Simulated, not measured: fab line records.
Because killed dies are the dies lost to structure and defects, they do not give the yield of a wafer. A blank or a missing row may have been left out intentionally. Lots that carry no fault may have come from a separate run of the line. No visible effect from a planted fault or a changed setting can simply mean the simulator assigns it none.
fab line records	flow sky130
record: lots: 24	wafers: 72	last_day: 50
route steps=708 shown METAL2@501 VIA3@593 CAP2M@603 METAL4@630
lots that met no fault: from a run of the same line without faults
start_h: start of the lot's first displayed wafer, in hours after the record's first day	wait_h: hours since the lot's step before	" same as the row above	L1.1+2: several wafers, shown together as one row	- no value, or no start given	* or withheld: withheld	< > ~ a bound
route shown NAME@n: a module of which the file shows steps, and the number in the route of the first	usual: mean/standard deviation taken from wafers without a fault	same: alike in all rows	chamber/n: place in a boat	sites: the reading at each site	_std_site: the standard deviation of these	_edge_site: inner sites' mean taken away from outer sites' mean	radius_mm: for every site, how far away it sits from the centre of the wafer	mask NAME#n: copy n	behind: tool/chamber where the wafer was last shaped	hold: the reason the lot was held/the length of the hold in hours/how it ended	device: which transistor (n, p or np) failed to switch	end of line: at the end of the route, the tests of the same wafers	where a step has no rows: the recipe by itself	killed: the dies lost at the first sort to structure and to defects; this is not the yield of the wafer	map: the dies of a wafer, with x for killed, . for not killed, _ for no die there
set.NAME: the setting that was run; set.NAME@STEP: the one run at that earlier step	model.NAME: the simulator's own value behind a step, which no gauge read
route steps across a sampled set of lots; one table per step, one row per wafer
services: from which hour (start_h, from the record's first day; less than 0 if before it) a tool's chamber was out of use, for how many hours, and why
== steps ==
step: SKY_METAL2_ETCH_18
recipe: chemistry: N2/H2	target: BARC	ion_energy_ev: 200	bias_w: 100	pressure_mtorr: 30	n2_flow_sccm: 100	h2_flow_sccm: 200	icp_w: 500	stop_on: SiO2	time_s: 45.9	target_depth_a: 600
usual: drypump_motor_current_A: 5.8/0.31	h2_flow_sccm: 200.0/0.61	oes_product_au: 0.854/0.0049	throttle_valve_pct: 13.223/0.0096
lot.wafer	tool	chamber	start_h	wait_h	drypump_motor_current_A	h2_flow_sccm	oes_product_au	rf_hours_counter_h	throttle_valve_pct
L074.1	rie_metal-04	0	826.34	0.0	6.3	199.5	0.859	7	13.222
L074.2	"	1	"	"	5.8	199.8	0.855	12	13.218
L074.3	"	1	"	"	5.8	199.8	0.850	-	13.222
L075.1	rie_metal-04	0	830.89	0.0	6.3	199.3	0.856	7	13.227
L075.4	"	0	"	"	6.3	198.9	0.851	-	13.239
L075.5	"	1	"	"	5.8	201.6	0.855	-	13.206
L076.4	rie_metal-03	0	836.71	0.0	5.4	199.7	0.859	-	13.219
L076.5	"	0	"	"	5.4	199.1	0.843	-	13.227
L076.6	"	1	"	"	5.8	199.1	0.850	-	13.230
L077.1	rie_metal-04	1	850.09	0.0	5.8	199.5	0.859	13	13.234
L077.4	"	0	"	"	6.3	200.3	0.861	-	13.205
L077.5	"	0	"	"	6.3	200.6	0.854	-	13.223
L078.3	rie_metal-01	0	854.42	0.0	6.0	199.2	0.851	-	13.218
L078.5	"	0	"	"	5.9	200.2	0.862	-	13.215
L078.6	"	1	"	"	5.5	200.8	0.848	-	13.223
L079.1	rie_metal-03	0	862.63	0.1	5.4	199.6	0.863	10	13.228
L079.3	"	0	"	"	5.4	200.5	0.854	-	13.219
L079.4	"	0	"	"	5.4	200.7	0.851	-	13.229
L080.1	rie_metal-01	1	874.19	0.0	5.4	199.5	0.857	4	13.223
L080.2	"	0	"	"	6.0	200.0	0.858	1	13.217
L080.4	"	0	"	"	5.9	200.3	0.855	-	13.207
L081.3	rie_metal-01	0	881.97	0.0	5.9	200.8	0.861	-	13.236
L081.5	"	0	"	"	5.9	200.8	0.845	-	13.218
L081.6	"	1	"	"	5.4	199.8	0.853	-	13.225
L082.1	rie_metal-03	1	883.79	0.0	5.8	198.5	0.852	0	13.217
L082.3	"	0	"	"	5.4	199.9	0.850	-	13.216
L082.5	"	1	"	"	5.8	199.4	0.855	-	13.216
L083.1	rie_metal-01	0	887.94	0.0	6.0	200.3	0.857	2	13.215
L083.2	"	1	"	"	5.4	200.1	0.852	5	13.231
L083.4	"	1	"	"	5.5	199.4	0.852	-	13.218
L084.2	rie_metal-04	0	907.19	0.0	6.3	199.5	0.863	10	13.217
L084.3	"	1	"	"	5.8	199.4	0.850	-	13.226
L084.4	"	0	"	"	6.3	199.2	0.859	-	13.227
L085.2	rie_metal-03	0	908.64	0.0	5.4	201.0	0.853	12	13.215
L085.3	"	1	"	"	5.8	199.8	0.860	-	13.213
L085.5	"	0	"	"	5.4	199.6	0.852	-	13.223
L086.1	rie_metal-04	1	916.04	0.0	5.8	200.4	0.856	16	13.226
L086.3	"	1	"	"	5.8	200.7	0.846	-	13.228
L086.6	"	1	"	"	5.8	199.9	0.853	-	13.237
L087.1	rie_metal-04	1	927.24	0.0	5.8	201.1	0.865	17	13.220
L087.4	"	1	"	"	5.8	200.6	0.853	-	13.230
L087.5	"	1	"	"	5.8	201.4	0.859	-	13.205
L088.2	rie_metal-04	1	931.86	0.0	5.8	199.6	0.854	17	13.216
L088.4	"	1	"	"	5.8	200.2	0.859	-	13.209
L088.6	"	0	"	"	6.3	200.7	0.858	-	13.208
L089.4	rie_metal-01	1	938.68	0.0	5.4	199.9	0.858	-	13.207
L089.5	"	1	"	"	5.4	200.6	0.867	-	13.230
L089.6	"	0	"	"	5.9	199.5	0.852	-	13.223
L090.1	rie_metal-01	1	945.14	0.0	5.4	200.4	0.856	8	13.240
L090.3	"	1	"	"	5.4	200.9	0.845	-	13.237
L090.6	"	0	"	"	5.9	199.7	0.851	-	13.231
L091.1	rie_metal-04	1	951.21	0.0	5.8	199.7	0.843	18	13.212
L091.3	"	1	"	"	5.8	200.4	0.853	-	13.211
L091.4	"	0	"	"	6.3	199.4	0.851	-	13.205
L092.1	rie_metal-01	0	959.94	0.0	5.9	199.9	0.856	6	13.217
L092.2	"	1	"	"	5.4	200.6	0.854	9	13.222
L092.6	"	0	"	"	6.0	199.6	0.854	-	13.229
L093.3	rie_metal-01	1	966.96	0.0	5.4	200.5	0.864	-	13.220
L093.4	"	0	"	"	5.9	200.3	0.855	-	13.222
L093.5	"	0	"	"	5.9	199.8	0.852	-	13.220
L094.2	rie_metal-01	0	967.61	0.0	5.9	200.0	0.859	6	13.222
L094.4	"	1	"	"	5.4	199.9	0.853	-	13.209
L094.5	"	1	"	"	5.4	199.9	0.849	-	13.215
L095.2	rie_metal-03	1	974.12	0.0	5.8	199.9	0.852	4	13.214
L095.3	"	1	"	"	5.8	200.6	0.859	-	13.210
L095.4	"	0	"	"	5.4	200.6	0.857	-	13.213
L096.2	rie_metal-04	0	981.86	0.0	6.3	199.0	0.857	14	13.211
L096.3	"	0	"	"	6.3	200.2	0.858	-	13.229
L096.4	"	1	"	"	5.8	200.7	0.854	-	13.225
L097.2	rie_metal-01	0	989.40	0.0	6.0	200.0	0.857	8	13.244
L097.4	"	1	"	"	5.4	199.6	0.854	-	13.212
L097.6	"	1	"	"	5.4	199.1	0.849	-	13.241
step: SKY_VIA3_SPUTTER_20
recipe: material: TiN	target_thk_nm: 20	chamber_pressure_pa: 5	power_w: 4000	time_s: 80
usual: throttle_valve_pct: 30.2/0.82
lot.wafer	tool	chamber	start_h	wait_h	throttle_valve_pct
L074.1	pvd_sputter-01	-	936.96	0.0	29.5
L074.2	"	-	"	"	29.8
L074.3	"	-	"	"	29.3
L075.1	pvd_sputter-03	-	941.65	0.0	30.7
L075.4	"	-	"	"	30.7
L075.5	"	-	"	"	28.6
L076.4	pvd_sputter-01	-	946.97	0.0	30.1
L076.5	"	-	"	"	29.3
L076.6	"	-	"	"	30.6
L077.1	pvd_sputter-01	-	959.53	0.0	29.2
L077.4	"	-	"	"	30.1
L077.5	"	-	"	"	29.2
L078.3	pvd_sputter-01	-	962.16	0.0	29.1
L078.5	"	-	"	"	29.2
L078.6	"	-	"	"	30.6
L079.1	pvd_sputter-01	-	969.45	0.0	30.5
L079.3	"	-	"	"	29.1
L079.4	"	-	"	"	29.1
L080.1	pvd_sputter-02	-	980.54	0.0	30.3
L080.2	"	-	"	"	31.4
L080.4	"	-	"	"	30.5
L081.3	pvd_sputter-01	-	987.82	0.0	29.3
L081.5	"	-	"	"	30.0
L081.6	"	-	"	"	30.7
L082.1	pvd_sputter-01	-	989.71	0.0	30.1
L082.3	"	-	"	"	29.3
L082.5	"	-	"	"	29.3
L083.1	pvd_sputter-03	-	993.40	0.0	28.7
L083.2	"	-	"	"	30.9
L083.4	"	-	"	"	28.3
L084.2	pvd_sputter-03	-	1009.64	0.0	30.7
L084.3	"	-	"	"	28.7
L084.4	"	-	"	"	28.7
L085.2	pvd_sputter-02	-	1011.30	0.0	30.9
L085.3	"	-	"	"	30.5
L085.5	"	-	"	"	30.5
L086.1	pvd_sputter-02	-	1019.39	0.0	30.8
L086.3	"	-	"	"	31.0
L086.6	"	-	"	"	30.4
L087.1	pvd_sputter-02	-	1028.86	0.0	30.7
L087.4	"	-	"	"	31.0
L087.5	"	-	"	"	30.2
L088.2	pvd_sputter-02	-	1033.50	0.0	31.4
L088.4	"	-	"	"	30.3
L088.6	"	-	"	"	30.6
L089.4	pvd_sputter-02	-	1037.85	0.0	30.5
L089.5	"	-	"	"	31.3
L089.6	"	-	"	"	31.2
L090.1	pvd_sputter-03	-	1044.62	0.0	28.9
L090.3	"	-	"	"	30.9
L090.6	"	-	"	"	30.4
L091.1	pvd_sputter-02	-	1050.97	0.0	30.7
L091.3	"	-	"	"	30.2
L091.4	"	-	"	"	31.4
L092.1	pvd_sputter-02	-	1057.76	0.0	31.1
L092.2	"	-	"	"	31.4
L092.6	"	-	"	"	30.5
L093.3	pvd_sputter-01	-	1064.62	0.0	29.1
L093.4	"	-	"	"	30.2
L093.5	"	-	"	"	30.6
L094.2	pvd_sputter-02	-	1065.37	0.0	30.8
L094.4	"	-	"	"	31.4
L094.5	"	-	"	"	31.2
L095.2	pvd_sputter-01	-	1071.84	0.0	29.1
L095.3	"	-	"	"	30.5
L095.4	"	-	"	"	30.0
L096.2	pvd_sputter-02	-	1077.76	0.0	31.1
L096.3	"	-	"	"	30.3
L096.4	"	-	"	"	31.3
L097.2	pvd_sputter-01	-	1086.80	0.0	30.2
L097.4	"	-	"	"	29.3
L097.6	"	-	"	"	30.1
step: SKY_CAP2M_CVD_00
recipe: material: SiO2	target_thk_nm: 15.5	temp_c: 400	time_s: withheld	rf_w: 450
usual: heater_power_w: 752/110
lot.wafer	tool	chamber	start_h	wait_h	heater_power_w
L074.1	pecvd-02	2	937.78	0.0	829
L074.2	"	1	"	"	772
L074.3	"	0	"	"	621
L075.1	pecvd-01	2	942.47	0.0	841
L075.4	"	2	"	"	850
L075.5	"	1	"	"	664
L076.4	pecvd-03	1	947.79	0.0	743
L076.5	"	2	"	"	656
L076.6	"	0	"	"	857
L077.1	pecvd-01	0	960.35	0.0	926
L077.4	"	1	"	"	671
L077.5	"	1	"	"	657
L078.3	pecvd-02	1	962.99	0.0	795
L078.5	"	2	"	"	722
L078.6	"	1	"	"	800
L079.1	pecvd-02	2	970.32	0.0	804
L079.3	"	0	"	"	621
L079.4	"	2	"	"	794
L080.1	pecvd-03	0	981.36	0.0	778
L080.2	"	1	"	"	764
L080.4	"	2	"	"	746
L081.3	pecvd-02	0	988.64	0.0	589
L081.5	"	2	"	"	724
L081.6	"	0	"	"	605
L082.1	pecvd-01	1	990.52	0.0	650
L082.3	"	0	"	"	995
L082.5	"	2	"	"	864
L083.1	pecvd-03	2	994.22	0.0	742
L083.2	"	1	"	"	823
L083.4	"	1	"	"	840
L084.2	pecvd-01	1	1010.46	0.0	630
L084.3	"	0	"	"	996
L084.4	"	0	"	"	967
L085.2	pecvd-03	0	1012.12	0.0	756
L085.3	"	0	"	"	764
L085.5	"	0	"	"	753
L086.1	pecvd-01	1	1020.21	0.0	574
L086.3	"	2	"	"	787
L086.6	"	0	"	"	932
L087.1	pecvd-01	0	1029.68	0.0	937
L087.4	"	0	"	"	975
L087.5	"	1	"	"	652
L088.2	pecvd-02	1	1034.32	0.0	745
L088.4	"	1	"	"	742
L088.6	"	0	"	"	597
L089.4	pecvd-03	2	1038.68	0.0	710
L089.5	"	1	"	"	739
L089.6	"	0	"	"	874
L090.1	pecvd-02	0	1045.44	0.0	587
L090.3	"	2	"	"	773
L090.6	"	2	"	"	766
L091.1	pecvd-01	0	1051.79	0.0	937
L091.3	"	1	"	"	655
L091.4	"	0	"	"	925
L092.1	pecvd-02	1	1058.57	0.0	785
L092.2	"	2	"	"	774
L092.6	"	2	"	"	764
L093.3	pecvd-01	1	1065.56	0.0	605
L093.4	"	2	"	"	789
L093.5	"	0	"	"	926
L094.2	pecvd-02	2	1066.31	0.0	816
L094.4	"	1	"	"	734
L094.5	"	0	"	"	624
L095.2	pecvd-02	2	1072.65	0.0	820
L095.3	"	1	"	"	719
L095.4	"	0	"	"	538
L096.2	pecvd-01	1	1078.57	0.0	627
L096.3	"	2	"	"	714
L096.4	"	1	"	"	636
L097.2	pecvd-01	2	1087.90	0.0	860
L097.4	"	0	"	"	916
L097.6	"	2	"	"	857
step: SKY_CAP2M_SPUTTER_02
recipe: material: TiN	target_thk_nm: 200	temp_c: 300	power_w: 6500	time_s: 166.7	chamber_pressure_pa: 0.4
usual: throttle_valve_pct: 29.5/0.77
lot.wafer	tool	chamber	start_h	wait_h	throttle_valve_pct
L074.1	pvd_sputter-03	-	937.86	0.1	28.8
L074.2	"	-	"	"	28.5
L074.3	"	-	"	"	30.6
L075.1	pvd_sputter-03	-	942.55	0.1	30.5
L075.4	"	-	"	"	30.7
L075.5	"	-	"	"	28.6
L076.4	pvd_sputter-01	-	947.87	0.0	30.4
L076.5	"	-	"	"	29.0
L076.6	"	-	"	"	29.1
L077.1	pvd_sputter-04	-	960.44	0.1	28.7
L077.4	"	-	"	"	29.3
L077.5	"	-	"	"	29.4
L078.3	pvd_sputter-04	-	963.07	0.0	29.5
L078.5	"	-	"	"	29.5
L078.6	"	-	"	"	29.4
L079.1	pvd_sputter-01	-	970.40	0.1	30.2
L079.3	"	-	"	"	29.4
L079.4	"	-	"	"	29.3
L080.1	pvd_sputter-03	-	981.44	0.1	30.5
L080.2	"	-	"	"	28.5
L080.4	"	-	"	"	28.6
L081.3	pvd_sputter-03	-	988.72	0.0	30.7
L081.5	"	-	"	"	28.5
L081.6	"	-	"	"	28.9
L082.1	pvd_sputter-01	-	990.61	0.1	30.3
L082.3	"	-	"	"	29.2
L082.5	"	-	"	"	29.2
L083.1	pvd_sputter-04	-	994.30	0.1	30.0
L083.2	"	-	"	"	29.3
L083.4	"	-	"	"	30.1
L084.2	pvd_sputter-04	-	1010.54	0.0	29.3
L084.3	"	-	"	"	28.6
L084.4	"	-	"	"	29.3
L085.2	pvd_sputter-03	-	1012.21	0.0	30.8
L085.3	"	-	"	"	28.9
L085.5	"	-	"	"	28.9
L086.1	pvd_sputter-04	-	1020.29	0.1	30.0
L086.3	"	-	"	"	28.8
L086.6	"	-	"	"	29.8
L087.1	pvd_sputter-04	-	1029.76	0.1	29.3
L087.4	"	-	"	"	29.8
L087.5	"	-	"	"	29.9
L088.2	pvd_sputter-04	-	1034.41	0.0	29.7
L088.4	"	-	"	"	30.1
L088.6	"	-	"	"	29.9
L089.4	pvd_sputter-01	-	1038.75	0.0	30.0
L089.5	"	-	"	"	29.2
L089.6	"	-	"	"	30.0
L090.1	pvd_sputter-04	-	1045.52	0.1	29.6
L090.3	"	-	"	"	28.5
L090.6	"	-	"	"	28.5
L091.1	pvd_sputter-04	-	1051.87	0.1	28.9
L091.3	"	-	"	"	28.8
L091.4	"	-	"	"	29.8
L092.1	pvd_sputter-03	-	1058.66	0.1	28.6
L092.2	"	-	"	"	30.6
L092.6	"	-	"	"	30.7
L093.3	pvd_sputter-04	-	1065.65	0.0	29.8
L093.4	"	-	"	"	28.7
L093.5	"	-	"	"	29.2
L094.2	pvd_sputter-01	-	1066.39	0.0	29.2
L094.4	"	-	"	"	30.5
L094.5	"	-	"	"	30.6
L095.2	pvd_sputter-03	-	1072.74	0.0	28.7
L095.3	"	-	"	"	30.8
L095.4	"	-	"	"	28.2
L096.2	pvd_sputter-03	-	1078.66	0.0	30.4
L096.3	"	-	"	"	30.7
L096.4	"	-	"	"	28.3
L097.2	pvd_sputter-03	-	1087.98	0.0	28.8
L097.4	"	-	"	"	30.8
L097.6	"	-	"	"	30.7
step: SKY_CAP2M_STRIP_14
recipe: chemistry: O2/N2	power_w: 1400	pressure_mtorr: 1500	platen_temp_c: withheld	o2_flow_sccm: 3000	n2_flow_sccm: 300	overash_fraction: 0.5
usual: drypump_motor_current_A: 5.88/0.07	oes_product_au: 0.710/0.0043	strip_time_to_endpoint_s: 12.65/0.055
lot.wafer	tool	chamber	start_h	wait_h	drypump_motor_current_A	oes_product_au	rf_hours_counter_h	strip_time_to_endpoint_s
L074.1	plasma_asher-03	1	962.84	0.1	5.87	0.708	20	12.61
L074.2	"	0	"	"	5.97	0.712	20	12.61
L074.3	"	0	"	"	5.96	0.711	-	12.63
L075.1	plasma_asher-01	0	967.12	0.1	5.86	0.706	86	12.63
L075.4	"	1	"	"	5.83	0.713	-	12.75
L075.5	"	1	"	"	5.84	0.707	-	12.71
L076.4	plasma_asher-02	0	971.80	0.1	6.08	0.717	-	12.66
L076.5	"	1	"	"	5.70	0.719	-	12.66
L076.6	"	0	"	"	6.02	0.713	-	12.66
L077.1	plasma_asher-01	0	984.84	0.1	5.85	0.716	88	12.73
L077.4	"	1	"	"	5.79	0.709	-	12.82
L077.5	"	0	"	"	5.85	0.712	-	12.75
L078.3	plasma_asher-03	0	987.39	0.1	5.96	0.709	-	12.53
L078.5	"	0	"	"	5.96	0.708	-	12.61
L078.6	"	1	"	"	5.89	0.712	-	12.50
L079.1	plasma_asher-03	0	994.35	0.1	5.95	0.710	24	12.64
L079.3	"	0	"	"	5.99	0.709	-	12.63
L079.4	"	1	"	"	5.84	0.706	-	12.61
L080.1	plasma_asher-03	0	1005.06	0.1	5.97	0.708	25	12.72
L080.2	"	1	"	"	5.87	0.710	25	12.68
L080.4	"	1	"	"	5.85	0.709	-	12.70
L081.3	plasma_asher-03	1	1012.03	0.1	5.87	0.706	-	12.63
L081.5	"	0	"	"	5.97	0.711	-	12.61
L081.6	"	1	"	"	5.87	0.716	-	12.65
L082.1	plasma_asher-03	0	1014.41	0.1	5.98	0.712	26	12.64
L082.3	"	1	"	"	5.88	0.703	-	12.65
L082.5	"	1	"	"	5.86	0.712	-	12.68
L083.1	plasma_asher-01	1	1017.57	0.1	5.80	0.715	92	12.57
L083.2	"	0	"	"	5.87	0.714	92	12.68
L083.4	"	1	"	"	5.80	0.710	-	12.68
L084.2	plasma_asher-01	0	1033.56	0.1	5.85	0.709	94	12.58
L084.3	"	1	"	"	5.80	0.710	-	12.60
L084.4	"	0	"	"	5.86	0.710	-	12.57
L085.2	plasma_asher-01	1	1035.19	0.1	5.81	0.711	94	12.55
L085.3	"	1	"	"	5.80	0.710	-	12.64
L085.5	"	1	"	"	5.80	0.706	-	12.67
L086.1	plasma_asher-03	1	1042.89	0.1	5.84	0.709	30	12.65
L086.3	"	1	"	"	5.85	0.710	-	12.62
L086.6	"	0	"	"	5.97	0.702	-	12.60
L087.1	plasma_asher-01	0	1051.47	0.1	5.88	0.707	96	12.56
L087.4	"	0	"	"	5.88	0.706	-	12.65
L087.5	"	0	"	"	5.88	0.709	-	12.59
L088.2	plasma_asher-01	1	1056.22	0.1	5.81	0.709	97	12.70
L088.4	"	1	"	"	5.80	0.718	-	12.74
L088.6	"	1	"	"	5.81	0.717	-	12.67
L089.4	plasma_asher-03	0	1061.01	0.1	5.97	0.705	-	12.73
L089.5	"	0	"	"	5.96	0.706	-	12.67
L089.6	"	1	"	"	5.89	0.717	-	12.65
L090.1	plasma_asher-03	1	1067.64	0.1	5.84	0.705	33	12.68
L090.3	"	1	"	"	5.87	0.712	-	12.73
L090.6	"	1	"	"	5.85	0.713	-	12.73
L091.1	plasma_asher-01	0	1074.12	0.1	5.88	0.715	99	12.71
L091.3	"	1	"	"	5.82	0.707	-	12.68
L091.4	"	0	"	"	5.85	0.715	-	12.70
L092.1	plasma_asher-03	0	1080.64	0.1	5.97	0.710	34	12.63
L092.2	"	1	"	"	5.85	0.711	34	12.57
L092.6	"	0	"	"	5.96	0.706	-	12.60
L093.3	plasma_asher-01	1	1087.40	0.1	5.81	0.710	-	12.57
L093.4	"	0	"	"	5.88	0.709	-	12.63
L093.5	"	1	"	"	5.80	0.710	-	12.64
L094.2	plasma_asher-03	0	1087.66	0.1	5.99	0.715	35	12.66
L094.4	"	0	"	"	5.98	0.711	-	12.66
L094.5	"	0	"	"	5.97	0.705	-	12.71
L095.2	plasma_asher-01	0	1093.84	0.1	5.89	0.712	102	12.65
L095.3	"	1	"	"	5.82	0.707	-	12.65
L095.4	"	0	"	"	5.87	0.721	-	12.58
L096.2	plasma_asher-01	1	1099.67	0.1	5.80	0.709	102	12.70
L096.3	"	0	"	"	5.88	0.708	-	12.65
L096.4	"	1	"	"	5.83	0.704	-	12.72
L097.2	plasma_asher-03	0	1108.36	0.1	5.98	0.712	38	12.71
L097.4	"	0	"	"	5.97	0.718	-	12.72
L097.6	"	1	"	"	5.87	0.709	-	12.70
step: SKY_METAL4_OVL_MEAS_14
usual: METAL4_OVL: 0/6
lot.wafer	tool	chamber	start_h	wait_h	METAL4_OVL[nm]
L074.1	overlay-02	-	987.62	0.1	0
L074.2	"	-	"	"	4
L074.3	"	-	"	"	6
L075.1	overlay-02	-	991.79	0.1	0
L075.4	"	-	"	"	-1
L075.5	"	-	"	"	-3
L076.4	overlay-01	-	996.69	0.1	-4
L076.5	"	-	"	"	2
L076.6	"	-	"	"	-10
L077.1	overlay-02	-	1009.22	0.1	-5
L077.4	"	-	"	"	11
L077.5	"	-	"	"	10
L078.3	overlay-02	-	1010.98	0.1	4
L078.5	"	-	"	"	5
L078.6	"	-	"	"	11
L079.1	overlay-01	-	1018.22	0.1	8
L079.3	"	-	"	"	3
L079.4	"	-	"	"	0
L080.1	overlay-01	-	1028.69	0.1	-1
L080.2	"	-	"	"	-10
L080.4	"	-	"	"	-5
L081.3	overlay-01	-	1035.68	0.1	-5
L081.5	"	-	"	"	-2
L081.6	"	-	"	"	11
L082.1	overlay-02	-	1037.27	0.1	1
L082.3	"	-	"	"	2
L082.5	"	-	"	"	8
L083.1	overlay-01	-	1041.12	0.1	5
L083.2	"	-	"	"	3
L083.4	"	-	"	"	0
L084.2	overlay-01	-	1056.00	0.1	-1
L084.3	"	-	"	"	3
L084.4	"	-	"	"	3
L085.2	overlay-02	-	1058.03	0.1	-8
L085.3	"	-	"	"	5
L085.5	"	-	"	"	-7
L086.1	overlay-02	-	1065.57	0.1	1
L086.3	"	-	"	"	-2
L086.6	"	-	"	"	-1
L087.1	overlay-01	-	1073.87	0.1	2
L087.4	"	-	"	"	0
L087.5	"	-	"	"	0
L088.2	overlay-01	-	1078.22	0.1	-11
L088.4	"	-	"	"	-11
L088.6	"	-	"	"	-7
L089.4	overlay-01	-	1083.29	0.1	-5
L089.5	"	-	"	"	-1
L089.6	"	-	"	"	-7
L090.1	overlay-02	-	1089.84	0.1	-6
L090.3	"	-	"	"	-6
L090.6	"	-	"	"	-4
L091.1	overlay-01	-	1095.92	0.1	7
L091.3	"	-	"	"	9
L091.4	"	-	"	"	14
L092.1	overlay-02	-	1100.97	0.1	-6
L092.2	"	-	"	"	2
L092.6	"	-	"	"	5
L093.3	overlay-02	-	1108.30	0.1	9
L093.4	"	-	"	"	-7
L093.5	"	-	"	"	-1
L094.2	overlay-02	-	1108.65	0.1	-3
L094.4	"	-	"	"	-5
L094.5	"	-	"	"	-1
L095.2	overlay-01	-	1114.78	0.1	-6
L095.3	"	-	"	"	-17
L095.4	"	-	"	"	-2
L096.2	overlay-02	-	1120.60	0.1	3
L096.3	"	-	"	"	15
L096.4	"	-	"	"	6
L097.2	overlay-02	-	1128.47	0.1	0
L097.4	"	-	"	"	-3
L097.6	"	-	"	"	-7
== services ==
tool	chamber	start_h	hours	kind
pvd_sputter-04	-	809.29	0.8	repair
pvd_sputter-03	-	819.83	2.2	repair
pecvd-02	-	834.34	69.6	repair
pecvd-02	-	834.85	0.4	repair
pvd_sputter-02	-	836.53	0.7	repair
plasma_asher-01	-	865.62	2.9	repair
rie_metal-01	0	885.55	1.0	repair
pvd_sputter-02	-	889.00	82.0	repair
pvd_sputter-01	-	918.66	5.4	repair
pvd_sputter-01	-	922.28	7.5	repair
plasma_asher-03	-	923.77	8.7	repair
pvd_sputter-03	-	951.15	5.0	repair
pvd_sputter-03	-	959.51	15.5	repair
pecvd-02	0	961.67	6.5	repair
plasma_asher-03	-	979.71	6.8	repair
rie_metal-04	1	992.68	13.4	repair
pecvd-02	0	999.12	5.6	repair
pecvd-01	0	1032.57	6.5	repair
plasma_asher-01	-	1046.46	0.5	repair
rie_metal-04	-	1064.25	10.0	pm
plasma_asher-01	-	1068.19	3.0	repair
rie_metal-01	-	1086.94	0.7	repair
pvd_sputter-02	-	1094.82	10.0	repair
pvd_sputter-01	-	1105.74	0.7	repair
== key ==
fault none
